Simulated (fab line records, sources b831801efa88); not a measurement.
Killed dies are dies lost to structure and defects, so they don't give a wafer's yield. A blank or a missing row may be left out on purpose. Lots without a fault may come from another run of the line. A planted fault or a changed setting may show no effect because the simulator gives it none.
Which tool did it? | flow sky130 | 13 lots, 39 wafers sampled, at 3 steps of a route of 708

WHAT THE GAUGES READ, wafer by wafer
SKY_METAL1_OVL_MEAS_16. Usual: METAL1_OVL -2 nm, standard deviation 5.1.
lot  | measured     | on         | METAL1_OVL (nm) | flag
L796 | day 32 12:55 | overlay-01 | -7 -5 0         |
L799 | day 33 18:28 | overlay-01 | -4 1 1          |
L797 | day 33 19:30 | overlay-01 | -5 1 1          |
L798 | day 33 19:37 | overlay-01 | -3 2 -2         |
L800 | day 34 05:56 | overlay-01 | -4 -4 -5        |
L802 | day 34 16:13 | overlay-02 | 0 -2 -3         |
L803 | day 34 17:46 | overlay-02 | 3 -4 0          |
L804 | day 35 09:17 | overlay-02 | -1 3 -3         |
L813 | day 38 17:25 | overlay-01 | -13 -11 -4      |
L815 | day 38 19:40 | overlay-02 | -8 1 -6         |
L818 | day 40 09:34 | overlay-02 | -2 -6 -8        |
L817 | day 40 10:40 | overlay-02 | -1 -5 0         |
L819 | day 40 12:34 | overlay-02 | -12 -12 -9      |

WHICH TOOL RAN EACH LOT (tool, then ch and the chambers of the sampled wafers, then the start)
lot  | SKY_LI_CONTACT_CMP_24         | SKY_CONTACT_SPUTTER_23
L796 | cmp-02 ch 0,1, day 28 22:28   | pvd_sputter-04, day 31 08:28
L799 | cmp-01 ch 0,1, day 30 04:37   | pvd_sputter-01, day 32 14:23
L797 | cmp-01 ch 0,1,3, day 30 05:12 | pvd_sputter-01, day 32 16:06
L798 | cmp-02 ch 0,3, day 30 05:16   | pvd_sputter-04, day 32 16:31
L800 | cmp-02 ch 0,1,3, day 30 15:37 | pvd_sputter-01, day 33 02:52
L802 | cmp-01 ch 0,1,3, day 31 02:55 | pvd_sputter-01, day 33 12:17
L803 | cmp-01 ch 0,1,2, day 31 05:16 | pvd_sputter-04, day 33 14:34
L804 | cmp-02 ch 1,2,3, day 31 20:19 | pvd_sputter-02, day 34 05:38
L813 | cmp-02 ch 0,1,3, day 35 06:58 | pvd_sputter-01, day 37 15:07
L815 | cmp-02 ch 0,1,2, day 35 09:59 | pvd_sputter-01, day 37 16:56
L818 | cmp-01 ch 0,2,3, day 37 03:05 | pvd_sputter-02, day 39 08:33
L817 | cmp-02 ch 1,2,3, day 37 03:31 | pvd_sputter-04, day 39 09:29
L819 | cmp-02 ch 1,2,3, day 37 04:44 | pvd_sputter-04, day 39 10:58
- SKY_LI_CONTACT_CMP_24: polishes, stops on PSG, t overpolish 20 s, target thk 0 nm.
- SKY_CONTACT_SPUTTER_23: material TiN, target thk 20 nm, time 80 s.

WHAT THE TOOLS THEMSELVES READ (means of the sampled wafers that have a number; where no wafer has one, the mark that the record gives instead)
SKY_LI_CONTACT_CMP_24. Usual: motor_current_A 11.9 A, standard deviation 1.3; overpolish_run_s 20.002 s, standard deviation 0.0081; time_to_endpoint_s 97 s, standard deviation 3.4.
lot  | tool   | motor_current_A (A) | overpolish_run_s (s) | time_to_endpoint_s (s) | flag
L796 | cmp-02 | 11.1                | 20.001               | 98                     |
L799 | cmp-01 | 9.9                 | 19.998               | 94                     |
L797 | cmp-01 | 11.7                | 20.010               | 95                     |
L798 | cmp-02 | 11.3                | 20.013               | 97                     |
L800 | cmp-02 | 11.5                | 20.008               | 98                     |
L802 | cmp-01 | 11.6                | 20.006               | 93                     |
L803 | cmp-01 | 11.0                | 20.000               | 97                     |
L804 | cmp-02 | 12.8                | 19.997               | 100                    |
L813 | cmp-02 | 11.7                | 20.005               | 96                     |
L815 | cmp-02 | 11.9                | 20.000               | 98                     |
L818 | cmp-01 | 12.4                | 20.001               | 93                     |
L817 | cmp-02 | 12.3                | 20.006               | 96                     |
L819 | cmp-02 | 12.6                | 20.003               | 99                     |

SKY_CONTACT_SPUTTER_23. Usual: cathode_dc_power_W 4000.0 W, standard deviation 0.69; throttle_valve_pct 30.7 %, standard deviation 1.
lot  | tool           | cathode_dc_power_W (W) | throttle_valve_pct (%) | flag
L796 | pvd_sputter-04 | 3999.7                 | 30.0                   |
L799 | pvd_sputter-01 | 4000.0                 | 31.4                   |
L797 | pvd_sputter-01 | 4000.7                 | 31.5                   |
L798 | pvd_sputter-04 | 3999.9                 | 30.6                   |
L800 | pvd_sputter-01 | 3999.7                 | 31.1                   |
L802 | pvd_sputter-01 | 4000.3                 | 31.4                   |
L803 | pvd_sputter-04 | 3999.3                 | 29.3                   |
L804 | pvd_sputter-02 | 4000.3                 | 31.3                   |
L813 | pvd_sputter-01 | 4293.3                 | 32.2                   | OFF
L815 | pvd_sputter-01 | 4293.4                 | 31.1                   | OFF
L818 | pvd_sputter-02 | 4000.6                 | 31.1                   |
L817 | pvd_sputter-04 | 3999.9                 | 29.6                   |
L819 | pvd_sputter-04 | 3999.5                 | 30.6                   |

THE ANSWER, worked out from the rows above alone
Rule: a lot is off if the mean of its wafers that have a number lies more than 3 standard deviations from the usual mean. A lot without any number at a reading at which 4 lots or more have one is off too. The other lots that the step has rows for count as sound. The gauges are gone through in route order, then the tools' own readings, and for those a lot's mean is taken as printed above. The first step at which some lot is off is used, and at that step the reading that is off furthest; a lot without a number counts as furthest.
Off: L813, L815, at SKY_CONTACT_SPUTTER_23 (cathode_dc_power_W).
A tool fits if, at that step or a process step before it, it ran every lot that is off, and no sound lot after the first of them. One fits: pvd_sputter-01 at SKY_CONTACT_SPUTTER_23. Its last sound lot is L802 (day 33 12:17), its first lot that is off L813 (day 37 15:07): a fault that began between those two fits.
The tool's own readings at SKY_CONTACT_SPUTTER_23 bear it out: on the lots that are off they differ by more than 5 times the standard deviation of the sound lots' means. cathode_dc_power_W reads 4293.4 W there against 4000.0 W on the sound lots.

WHAT THE SIMULATOR HAD PUT IN
Process parameter drift: pvd_sputter-01, from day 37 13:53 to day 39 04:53, at SKY_CONTACT_SPUTTER_23. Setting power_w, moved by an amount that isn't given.
Lots struck among those shown: L813, L815. The rule above found the same.
